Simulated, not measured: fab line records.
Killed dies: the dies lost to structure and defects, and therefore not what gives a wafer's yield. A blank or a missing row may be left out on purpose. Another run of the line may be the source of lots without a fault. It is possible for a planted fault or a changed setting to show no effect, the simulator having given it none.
fab line records -- flow sky130
[record] lots = 5, wafers = 15, last_day = 49
route steps=708 shown SD_P@324 RES_XHIGH@332 SD_N@342 PAD_OPEN@708
lots that met no fault: taken from a fault-free run of the same line
start_h: hours from the record's first day to the start of the lot's first wafer shown -- wait_h: hours from the lot's prior step to this one -- " the same as in the row above -- L1.1+2: a single row standing in for several wafers -- - no value, or no start given -- * or withheld: withheld -- < > ~ a bound
route shown NAME@n: a module of which the file shows steps, and the number in the route of the first -- usual: mean/standard deviation taken from wafers without a fault -- same: alike in all rows -- chamber/n: place in a boat -- sites: readings site by site -- _std_site: standard deviation of those values -- _edge_site: inner sites' mean taken away from outer sites' mean -- radius_mm: how far each site lies from the wafer's centre -- mask NAME#n: copy n -- behind: the last tool/chamber to shape the wafer -- hold: why the lot went on hold/how many hours it stayed there/how the hold came to an end -- device: transistor that didn't switch, given as n, p or np -- end of line: the same wafers' tests at the end of the route -- a step given without rows: its recipe and nothing more -- killed: the dies lost at the first sort to structure and to defects; this is not the yield of the wafer -- map: shows each die of a wafer: x if killed, . if not, _ if none is there
set.NAME: the setting as run; set.NAME@STEP: as run at that earlier step -- model.NAME: the simulator's own value behind a step, which no gauge read
certain route steps with their lots: each step a table, each wafer a row
services: when a tool's chamber went out of use (start_h, in hours from the record's first day, below 0 if earlier), for how many hours, and the reason
[[steps]]
[step SKY_SD_P_EXPOSE_04]
[recipe] mask_id = PSDM, na = 0.6, source_shape = conventional, sigma_outer = 0.6, polarization = unpolarized, target_cd_nm = 380, dose_mj = 138
[step SKY_SD_P_PEB_05]
[recipe] temp_c = withheld, time_s = *, resist = NOVOLAK
[step SKY_SD_P_DEVELOP_06]
[recipe] resist = NOVOLAK, developer = TMAH, develop_time_s = 60, dev_temp_c = 23
[step SKY_SD_P_CD_MEAS_07]
[recipe] target_cd_nm = 380
[usual] cd_nm = 379/3.1
lot.wafer,tool,chamber,start_h,wait_h,cd_nm
L734.2,cd_sem-02,-,593.64,0.1,377
L734.4,cd_sem-02,-,593.64,0.1,377
L734.5,cd_sem-02,-,593.64,0.1,379
L743.1,cd_sem-02,-,666.11,0.1,379
L743.3,cd_sem-02,-,666.11,0.1,381
L743.4,cd_sem-02,-,666.11,0.1,379
L750.1,cd_sem-01,-,720.70,0.1,389
L750.2,cd_sem-01,-,720.70,0.1,386
L750.5,cd_sem-01,-,720.70,0.1,386
L752.1,cd_sem-02,-,729.30,0.1,382
L752.2,cd_sem-02,-,729.30,0.1,379
L752.4,cd_sem-02,-,729.30,0.1,377
L753.3,cd_sem-01,-,754.96,0.1,380
L753.4,cd_sem-01,-,754.96,0.1,380
L753.5,cd_sem-01,-,754.96,0.1,381
[step SKY_SD_P_OVL_MEAS_08]
[usual] SD_P_OVL = 0.4/1.1
lot.wafer,tool,chamber,start_h,wait_h,SD_P_OVL[nm]
L734.2,overlay-02,-,593.75,0.1,0.0
L734.4,overlay-02,-,593.75,0.1,-1.3
L734.5,overlay-02,-,593.75,0.1,-0.9
L743.1,overlay-02,-,666.23,0.1,1.5
L743.3,overlay-02,-,666.23,0.1,0.7
L743.4,overlay-02,-,666.23,0.1,1.2
L750.1,overlay-02,-,720.82,0.1,0.9
L750.2,overlay-02,-,720.82,0.1,0.7
L750.5,overlay-02,-,720.82,0.1,1.4
L752.1,overlay-02,-,729.42,0.1,1.5
L752.2,overlay-02,-,729.42,0.1,0.2
L752.4,overlay-02,-,729.42,0.1,0.9
L753.3,overlay-01,-,755.05,0.1,-0.7
L753.4,overlay-01,-,755.05,0.1,-0.2
L753.5,overlay-01,-,755.05,0.1,0.3
[step SKY_SD_P_IMPLANT_09]
[recipe] species = BF2, energy_kev = 19.64, dose_cm2 = 3e+15, tilt_deg = 0
[step SKY_SD_P_STRIP_10]
[recipe] chemistry = O2/N2, power_w = 1400, pressure_mtorr = 1500, platen_temp_c = withheld, o2_flow_sccm = 3000, n2_flow_sccm = 300, overash_fraction = 0.5
[usual] drypump_motor_current_A = 5.6/0.61, oes_product_au = 0.619/0.0048, strip_time_to_endpoint_s = 17.42/0.048
lot.wafer,tool,chamber,start_h,wait_h,drypump_motor_current_A,oes_product_au,rf_hours_counter_h,strip_time_to_endpoint_s
L734.2,plasma_asher-03,1,593.93,0.1,5.9,0.616,76,17.40
L734.4,plasma_asher-03,0,593.93,0.1,4.9,0.623,-,17.40
L734.5,plasma_asher-03,0,593.93,0.1,4.9,0.616,-,17.40
L743.1,plasma_asher-04,1,666.41,0.1,4.9,0.623,96,17.39
L743.3,plasma_asher-04,0,666.41,0.1,6.0,0.618,-,17.40
L743.4,plasma_asher-04,1,666.41,0.1,4.9,0.610,-,17.39
L750.1,plasma_asher-04,1,721.01,0.1,4.9,0.619,101,17.51
L750.2,plasma_asher-04,0,721.01,0.1,6.0,0.623,101,17.49
L750.5,plasma_asher-04,1,721.01,0.1,4.9,0.623,-,17.47
L752.1,plasma_asher-04,0,729.61,0.1,6.0,0.627,102,17.45
L752.2,plasma_asher-04,1,729.61,0.1,4.9,0.614,102,17.43
L752.4,plasma_asher-04,0,729.61,0.1,6.0,0.617,-,17.47
L753.3,plasma_asher-04,0,755.26,0.1,6.0,0.623,-,17.44
L753.4,plasma_asher-04,1,755.26,0.1,4.9,0.624,-,17.41
L753.5,plasma_asher-04,0,755.26,0.1,6.0,0.621,-,17.44
[step SKY_SD_P_TW_MEAS_11]
[usual] SD_P_TW = 2811/18
lot.wafer,tool,chamber,start_h,wait_h,SD_P_TW
L734.2,film_metro-03,-,594.04,0.1,2800
L734.4,film_metro-03,-,594.04,0.1,2799
L734.5,film_metro-03,-,594.04,0.1,2791
L743.1,film_metro-01,-,666.51,0.1,2849
L743.3,film_metro-01,-,666.51,0.1,2839
L743.4,film_metro-01,-,666.51,0.1,2863
L750.1,film_metro-01,-,721.11,0.1,2819
L750.2,film_metro-01,-,721.11,0.1,2815
L750.5,film_metro-01,-,721.11,0.1,2807
L752.1,film_metro-02,-,729.71,0.1,2810
L752.2,film_metro-02,-,729.71,0.1,2807
L752.4,film_metro-02,-,729.71,0.1,2821
L753.3,film_metro-02,-,755.35,0.1,2812
L753.4,film_metro-02,-,755.35,0.1,2800
L753.5,film_metro-02,-,755.35,0.1,2805
[step SKY_RES_XHIGH_DEHYDRATE_00]
[recipe] temp_c = 200, time_s = 60
[step SKY_RES_XHIGH_HMDS_01]
[recipe] prime_time_s = 60, prime_temp_c = 120
[step SKY_RES_XHIGH_COAT_02]
[recipe] resist = NOVOLAK, spin_rpm = 3000, resist_thk_nm = 1140
[step SKY_RES_XHIGH_SOFTBAKE_03]
[recipe] temp_c = 90, time_s = 60, resist = NOVOLAK
[step SKY_RES_XHIGH_EXPOSE_04]
[recipe] mask_id = URPM, na = 0.6, source_shape = conventional, sigma_outer = 0.6, polarization = unpolarized, target_cd_nm = 1270, dose_mj = 140
lot.wafer,tool,chamber,start_h,wait_h,mask
L734.2+4+5,iline_stepper-02,0,609.30,-,URPM#0
L743.1+3+4,iline_stepper-01,0,680.18,-,NSDM#0
L750.1+2+5,iline_stepper-01,0,734.90,-,URPM#0
L752.1+2+4,iline_stepper-02,0,742.37,-,URPM#0
L753.3+4+5,iline_stepper-01,0,768.76,-,URPM#0
[step SKY_RES_XHIGH_PEB_05]
[recipe] temp_c = withheld, time_s = *, resist = NOVOLAK
[step SKY_RES_XHIGH_DEVELOP_06]
[recipe] resist = NOVOLAK, developer = TMAH, develop_time_s = 60, dev_temp_c = 23
[step SKY_RES_XHIGH_IMPLANT_07]
[recipe] species = BF2, energy_kev = 20, dose_cm2 = 3.6e+14, tilt_deg = 0
[step SKY_RES_XHIGH_STRIP_08]
[recipe] chemistry = O2/N2, power_w = 1400, pressure_mtorr = 1500, platen_temp_c = withheld, o2_flow_sccm = 3000, n2_flow_sccm = 300, overash_fraction = 0.5
[usual] drypump_motor_current_A = 5.7/0.53, oes_product_au = 0.711/0.0047, strip_time_to_endpoint_s = 14.26/0.044
lot.wafer,tool,chamber,start_h,wait_h,drypump_motor_current_A,oes_product_au,rf_hours_counter_h,strip_time_to_endpoint_s
L734.2,plasma_asher-03,0,623.23,0.1,4.9,0.712,79,14.16
L734.4,plasma_asher-03,0,623.23,0.1,4.9,0.718,-,14.22
L734.5,plasma_asher-03,1,623.23,0.1,5.9,0.705,-,14.16
L743.1,plasma_asher-01,0,694.88,0.1,6.5,0.706,27,14.27
L743.3,plasma_asher-01,0,694.88,0.1,6.5,0.712,-,14.29
L743.4,plasma_asher-01,1,694.88,0.1,6.1,0.711,-,14.26
L750.1,plasma_asher-03,1,748.85,0.1,5.9,0.704,92,14.20
L750.2,plasma_asher-03,0,748.85,0.1,4.9,0.705,92,14.23
L750.5,plasma_asher-03,1,748.85,0.1,5.9,0.710,-,14.19
L752.1,plasma_asher-02,1,756.17,0.1,5.3,0.705,65,14.27
L752.2,plasma_asher-02,0,756.17,0.1,5.7,0.710,65,14.26
L752.4,plasma_asher-02,1,756.17,0.1,5.4,0.700,-,14.30
L753.3,plasma_asher-03,0,782.07,0.1,4.9,0.715,-,14.27
L753.4,plasma_asher-03,1,782.07,0.1,5.9,0.703,-,14.28
L753.5,plasma_asher-03,1,782.07,0.1,5.9,0.712,-,14.28
[step SKY_RES_XHIGH_TW_MEAS_09]
[usual] RES_XHIGH_TW = 1640/8.6
lot.wafer,tool,chamber,start_h,wait_h,RES_XHIGH_TW
L734.2,film_metro-02,-,623.34,0.1,1637
L734.4,film_metro-02,-,623.34,0.1,1642
L734.5,film_metro-02,-,623.34,0.1,1642
L743.1,film_metro-03,-,694.98,0.1,30
L743.3,film_metro-03,-,694.98,0.1,30
L743.4,film_metro-03,-,694.98,0.1,30
L750.1,film_metro-01,-,748.95,0.1,1663
L750.2,film_metro-01,-,748.95,0.1,1657
L750.5,film_metro-01,-,748.95,0.1,1652
L752.1,film_metro-03,-,756.27,0.1,1629
L752.2,film_metro-03,-,756.27,0.1,1635
L752.4,film_metro-03,-,756.27,0.1,1644
L753.3,film_metro-01,-,782.16,0.1,1656
L753.4,film_metro-01,-,782.16,0.1,1662
L753.5,film_metro-01,-,782.16,0.1,1650
[step SKY_SD_N_DEHYDRATE_00]
[recipe] temp_c = 200, time_s = 60
[step SKY_PAD_OPEN_PROBE_99]
lot.wafer,tool,chamber,start_h,wait_h,model.etest.res_ndiff.line_ohm_um,model.etest.nfet_g5v0d10v5.r_on_ohm_um,model.etest.sonos_uncharged.r_on_ohm_um,model.etest.nfet_01v8.r_on_ohm_um,model.etest.licon_ndiff.rc_ohm,model.etest.res_ndiff.rs_ohm_sq,model.etest.nfet_01v8_lvt.drive_ua_um,model.etest.res_ndiff_hv.rs_ohm_sq
L734.2,prober-02,-,1081.38,0.1,743.4,1913,818.6,848,179.5,120.5,577.3,114.1
L734.4,prober-02,-,1081.48,0.2,754.8,1912,812.3,841.4,186.3,120.8,568.4,114.2
L734.5,prober-02,-,1081.53,0.2,751.5,1894,799.3,815.7,176,120.7,586.5,114.7
L743.1,prober-02,-,1128.35,0.1,969.6,1996,915.7,887.2,226.9,149.8,532.5,136.5
L743.3,prober-02,-,1128.45,0.2,970.6,2009,896,879.1,216.9,149.2,537.4,135.6
L743.4,prober-02,-,1128.50,0.2,959.6,2017,898.5,903.3,214.9,150,527.8,137.3
L750.1,prober-01,-,1165.05,0.1,759.2,1908,797,830,183.8,121.5,579.2,115.4
L750.2,prober-01,-,1165.10,0.1,763.2,1936,814.2,836.1,180.2,121.2,577.4,116.3
L750.5,prober-01,-,1165.25,0.2,755,1924,819.7,827.7,176.2,121.2,578.7,115.9
L752.1,prober-01,-,1168.94,0.1,761.4,1875,815.9,829.1,176.8,121.8,579.8,114.7
L752.2,prober-01,-,1168.99,0.1,786.4,1908,807.3,819.9,179.9,121.2,587.7,114.5
L752.4,prober-01,-,1169.09,0.2,790.8,1896,810.1,828.7,178.5,121.3,572.2,115.9
L753.3,prober-01,-,1186.37,0.2,766.9,1904,819.9,848.3,183.9,120.6,572.4,114.4
L753.4,prober-01,-,1186.42,0.2,771,1894,806.7,833.9,184.6,120.6,573.7,115.4
L753.5,prober-01,-,1186.47,0.2,769.9,1903,813,848.4,190,121,574,114.9
// killed by level:class
L734.2 VIA1:geometric_particle:open=12 CONTACT:geometric_particle:open=9 LI_CONTACT:geometric_particle:open=7 METAL2:geometric_particle:short=7 VIA2:geometric_particle:open=6 FIELD_ISO:geometric_particle:short=5 FIELD_ISO:geometric_particle:open=5 METAL3:geometric_particle:short=5
L734.4 VIA1:geometric_particle:open=12 VIA2:geometric_particle:open=11 CONTACT:geometric_particle:open=8 FIELD_ISO:geometric_particle:open=5 CONTACT:geometric_particle:short=5 VIA3:geometric_particle:open=5 POLY_GATE:geometric_particle:short=4 LI_CONTACT:geometric_particle:open=4
L734.5 VIA1:geometric_particle:open=18 LI_CONTACT:geometric_particle:open=11 METAL1:geometric_particle:short=8 POLY_GATE:geometric_particle:short=6 VIA2:geometric_particle:open=5 CONTACT:geometric_particle:short=5 METAL2:geometric_particle:short=5 FIELD_ISO:geometric_particle:open=4
L750.1 VIA1:geometric_particle:open=10 CONTACT:geometric_particle:open=8 VIA3:geometric_particle:open=8 LOCAL_INTERCONNECT:geometric_particle:short=7 FIELD_ISO:geometric_particle:short=6 LI_CONTACT:geometric_particle:open=5 METAL2:geometric_particle:short=5 VIA2:geometric_particle:short=5
L750.2 VIA1:geometric_particle:open=14 LI_CONTACT:geometric_particle:open=8 VIA3:geometric_particle:open=8 VIA2:geometric_particle:open=7 LOCAL_INTERCONNECT:geometric_particle:short=6 CONTACT:geometric_particle:open=6 METAL2:geometric_particle:short=6 VIA1:geometric_particle:short=5
L750.5 VIA1:geometric_particle:open=11 CONTACT:geometric_particle:open=9 LI_CONTACT:geometric_particle:open=8 VIA1:geometric_particle:short=7 VIA2:geometric_particle:open=7 VIA3:geometric_particle:short=7 VIA3:geometric_particle:open=7 POLY_GATE:geometric_particle:short=6
L752.1 CONTACT:geometric_particle:open=18 VIA1:geometric_particle:open=8 CONTACT:geometric_particle:short=7 FIELD_ISO:geometric_particle:short=6 VIA2:geometric_particle:open=6 VIA1:geometric_particle:short=5 FIELD_ISO:geometric_particle:open=4 POLY_GATE:geometric_particle:open=4
L752.2 CONTACT:geometric_particle:open=11 VIA1:geometric_particle:open=11 VIA1:geometric_particle:short=8 VIA3:geometric_particle:open=7 METAL2:geometric_particle:short=7 LI_CONTACT:geometric_particle:open=6 CONTACT:geometric_particle:short=6 METAL1:geometric_particle:short=6
L752.4 CONTACT:geometric_particle:open=13 VIA2:geometric_particle:open=11 LI_CONTACT:geometric_particle:open=7 VIA1:geometric_particle:short=6 VIA2:geometric_particle:short=6 CONTACT:geometric_particle:short=5 METAL2:geometric_particle:short=5 FIELD_ISO:geometric_particle:open=4
L753.3 CONTACT:geometric_particle:open=10 LI_CONTACT:geometric_particle:open=6 VIA1:geometric_particle:open=6 POLY_GATE:geometric_particle:open=5 POLY_GATE:geometric_particle:short=5 METAL2:geometric_particle:short=5 VIA1:geometric_particle:short=5 VIA2:geometric_particle:short=5
L753.4 CONTACT:geometric_particle:open=12 VIA3:geometric_particle:open=7 METAL2:geometric_particle:short=6 METAL1:geometric_particle:short=6 VIA2:geometric_particle:open=6 VIA1:geometric_particle:short=6 CONTACT:geometric_particle:short=5 VIA1:geometric_particle:open=5
L753.5 VIA1:geometric_particle:open=13 CONTACT:geometric_particle:open=10 VIA2:geometric_particle:open=9 VIA3:geometric_particle:open=8 METAL2:geometric_particle:short=4 FIELD_ISO:geometric_particle:open=3 LOCAL_INTERCONNECT:geometric_particle:short=3 VIA1:geometric_particle:short=3
[[services]]
tool,chamber,start_h,hours,kind
iline_stepper-02,-,574.95,8.9,pm
iline_stepper-02,-,605.51,1.7,pm
plasma_asher-04,-,613.68,9.7,repair
plasma_asher-04,-,628.50,15.2,repair
iline_stepper-02,-,631.29,4.4,pm
iline_stepper-01,-,637.08,1.7,pm
plasma_asher-01,-,716.31,1.6,repair
plasma_asher-04,-,733.75,9.0,pm
plasma_asher-04,0,733.75,9.0,vent_cycle
plasma_asher-04,1,733.75,9.0,vent_cycle
plasma_asher-04,0,742.75,-,clean
plasma_asher-04,1,742.75,-,clean
plasma_asher-03,-,777.19,2.8,pm
[[key]]
[first_sign] step = SKY_RES_XHIGH_EXPOSE_04, reading = mask, direction = changed
[effect] step = SKY_RES_XHIGH_TW_MEAS_09, reading = RES_XHIGH_TW, direction = down, sigmas = 99+, usual = 1640, struck = 30
[model_effect] step = SKY_PAD_OPEN_PROBE_99, value = etest.res_ndiff.line_ohm_um, without = 774.5, struck = 966.6
met_at SKY_RES_XHIGH_EXPOSE_04
struck_wafers L743.1,L743.3,L743.4
sort_left_out L743.1,L743.3,L743.4
tester_left_out L743
[fault] kind = wrong_mask, tool = any, chamber = -, onset_h = 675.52, steps = SKY_RES_XHIGH_EXPOSE_04, aux_copy = NSDM#0, scope = struck_lots_only
// tester_left_out: of these lots the tester's yield and bins aren't shown, on N5 and GAA mostly nor the transistor test; their killed dies are dies lost to structure and defects alone, not to doping, threshold or leakage, so they don't give the yield
// sort_left_out: the simulated sort isn't trusted on such a fault, so these wafers' sort isn't shown, and their yield isn't known
